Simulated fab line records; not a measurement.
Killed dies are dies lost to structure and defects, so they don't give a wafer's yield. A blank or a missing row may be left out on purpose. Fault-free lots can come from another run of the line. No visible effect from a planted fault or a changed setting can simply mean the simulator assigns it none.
Split-lot trial -- flow sky130 -- 5 lots, 23 wafers read, on a route of 708 steps

ABOUT THE SPLIT
At SKY_METAL1_METAL_ETCH_19 (etches the open film in Cl2/BCl3, stops on SiO2, target depth 360 nm, time 78 s), the setting over etch frac was moved away from the recipe's 0.3 on 9 of the 23 wafers read, by -12.9% to +25.4%. The other wafers ran this setting at the recipe's value.

The reading is taken at the split's own step.

THE READING
oes product au, in a.u., at SKY_METAL1_METAL_ETCH_19 (etches the open film in Cl2/BCl3, stops on SiO2, target depth 360 nm, time 78 s). Typical for fault-free wafers on this fab line: 0.852 a.u., with standard deviation 0.0052 a.u.

wafer,"tool, chamber at the split",over etch frac as run,against the recipe,"oes product au, a.u.",against lot-mates on the recipe
L074.1,"rie metal-03, 0",0.3763,+25.4%,0.833,-0.026
L074.2,"rie metal-03, 1",0.3,recipe,0.858,-
L074.4,"rie metal-03, 1",0.3,recipe,0.861,-
L074.5,"rie metal-03, 0",0.3763,+25.4%,0.830,-0.029
L074.6,"rie metal-03, 1",0.3763,+25.4%,0.828,-0.031
L077.1,"rie metal-04, 0",0.3,recipe,0.852,-
L077.2,"rie metal-04, 1",0.2613,-12.9%,0.871,+0.020
L077.3,"rie metal-04, 1",0.2613,-12.9%,0.867,+0.016
L077.4,"rie metal-04, 0",0.3,recipe,0.850,-
L077.6,"rie metal-04, 0",0.2613,-12.9%,0.872,+0.021
L083.4,"rie metal-03, 0",0.3,recipe,0.854,-
L083.5,"rie metal-03, 0",0.3,recipe,0.854,-
L083.6,"rie metal-03, 1",0.3,recipe,0.848,-
L081.1,"rie metal-02, 1",0.3,recipe,0.864,-
L081.2,"rie metal-02, 0",0.3732,+24.4%,0.822,-0.035
L081.4,"rie metal-02, 0",0.3,recipe,0.850,-
L081.5,"rie metal-02, 1",0.3732,+24.4%,0.826,-0.031
L081.6,"rie metal-02, 0",0.3732,+24.4%,0.822,-0.035
L085.1,"rie metal-02, 0",0.3,recipe,0.847,-
L085.2,"rie metal-02, 1",0.3,recipe,0.851,-
L085.3,"rie metal-02, 0",0.3,recipe,0.857,-
L085.4,"rie metal-02, 1",0.3,recipe,0.856,-
L085.6,"rie metal-02, 1",0.3,recipe,0.845,-

FIT RESULTS
A straight line over all 23 wafers: oes product au changes by -0.0011 a.u. for each +1% of over etch frac; r = -0.95; the points scatter about the line by 0.0051 a.u.
The same after taking each lot's own level away (the mean of its wafers on the recipe; 23 wafers): -0.0013 a.u. for each +1%; r = -0.97; scatter 0.004 a.u.
Per that fit: largest over etch frac move, reading shift of 0.033 a.u.
Measured against the standard deviation above, the lots' own levels, which go from 0.8510 to 0.8595 a.u., span 1.6 times it.
Hence the slope depends on the lot-to-lot level, as the two fits are not the same.
Check: with one of the wafers moved furthest among these (+25.4%) left out of the fit, the line predicts -0.0336 a.u. for it against its lot-mates. It came out at -0.0265 a.u. against them.
Tool readings at the split's step, against how far the setting was moved: oes product au r = -0.95.

FURTHER SPLITS ON THESE WAFERS
Other splits were also applied to these wafers ahead of the reading. Each is held against what the fit with the lots' levels taken away leaves over:
other split on the same wafers,wafers away from the commonest value,r with oes product au (lot level and that fit taken away)
SKY_LI_CONTACT_CVD_21 temp c,6,-0.16
SKY_CONTACT_HDPCVD_02 time s,4,+0.24
SKY_CONTACT_COAT_08 resist thk nm,8,-0.27
SKY_METAL1_SPUTTER_03 power w,8,+0.40

THE WHOLE CHAIN: every reading that the file lists as answering this split, in the file's order
step,what it does,reading,change (the file's fit),r (the file's)
SKY_METAL1_METAL_ETCH_19,"etches the open film in Cl2/BCl3, stops on SiO2, target depth 360 nm, time 78 s",oes product au,-0.00129 a.u. for each +1% of the setting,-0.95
SKY_METAL1_METAL_ETCH_19,"etches the open film in Cl2/BCl3, stops on SiO2, target depth 360 nm, time 78 s","KrF-thick_of_METAL1_COAT_10.thk nm (the simulator's own value, which no gauge read)",-0.542 nm for each +1% of the setting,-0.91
SKY_METAL1_STRIP_20,strips in O2/N2,strip time to endpoint s,withheld for each +1% of the setting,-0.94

FILE'S OWN FIT
oes product au changes by -0.00129 a.u. for each +1% of over etch frac, r = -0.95.
